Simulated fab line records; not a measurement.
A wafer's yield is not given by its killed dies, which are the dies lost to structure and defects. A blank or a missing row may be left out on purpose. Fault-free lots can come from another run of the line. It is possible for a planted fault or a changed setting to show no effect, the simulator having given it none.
Chamber matching -- flow sfq_line -- rie_diel-03 running SFQ_TRILAYER_I0_VIA_ETCH_VIA_ETCH_034: 3 sister chambers
The step etches SiO2 in CHF3, stops on Nb, target depth 260 nm. 14 wafers are shown with their chamber, then 4 later ones without.

== EACH WAFER AND ITS CHAMBER ==
wafer,chamber,drypump_motor_current_A (A),oes_product_au (a.u.)
L855.4,1,5.60,0.855
L855.5,0,5.47,0.853
L855.6,3,5.76,0.861
L859.2,1,5.63,0.854
L859.3,3,5.79,0.858
L859.6,1,5.60,0.852
L860.3,3,5.81,0.861
L860.5,0,5.45,0.870
L860.6,1,5.63,0.855
L861.2,0,5.43,0.859
L861.5,0,5.44,0.857
L861.6,1,5.65,0.862
L863.2,3,5.82,0.853
L863.3,0,5.46,0.858

SIGNATURES, as means of the wafers listed above
reading,chamber 0,chamber 1,chamber 3,scatter within a chamber
drypump_motor_current_A,5.4500,5.6220,5.7950,0.0213
oes_product_au,0.85940,0.85560,0.85825,0.00487
Rule: for each reading, subtract the chamber's mean from the wafer's reading, divide by that reading's scatter and square the result; add these up over the readings and take the root, which gives the wafer's distance from the chamber. If the next closest chamber is less than 2 further off than the closest, the wafer can't be placed; otherwise it belongs to the closest. The scatter is the square root of a quotient: the sum, over the shown wafers, of each reading's squared deviation from its chamber's mean, divided by wafers minus chambers.

== WAFERS MISSING THEIR CHAMBER ==
wafer,drypump_motor_current_A (A),oes_product_au (a.u.)
L863.4,5.63,0.860
L864.1,5.43,0.862
L870.4,5.61,0.855
L870.6,5.80,0.851

== WHICH CHAMBER EACH WENT THROUGH ==
wafer,from the rows above,in truth
L863.4,1,1
L864.1,0,0
L870.4,1,1
L870.6,3,3
Correct placement for 4 of the 4. Can't be placed from these rows: 0. Wrongly placed: 0.
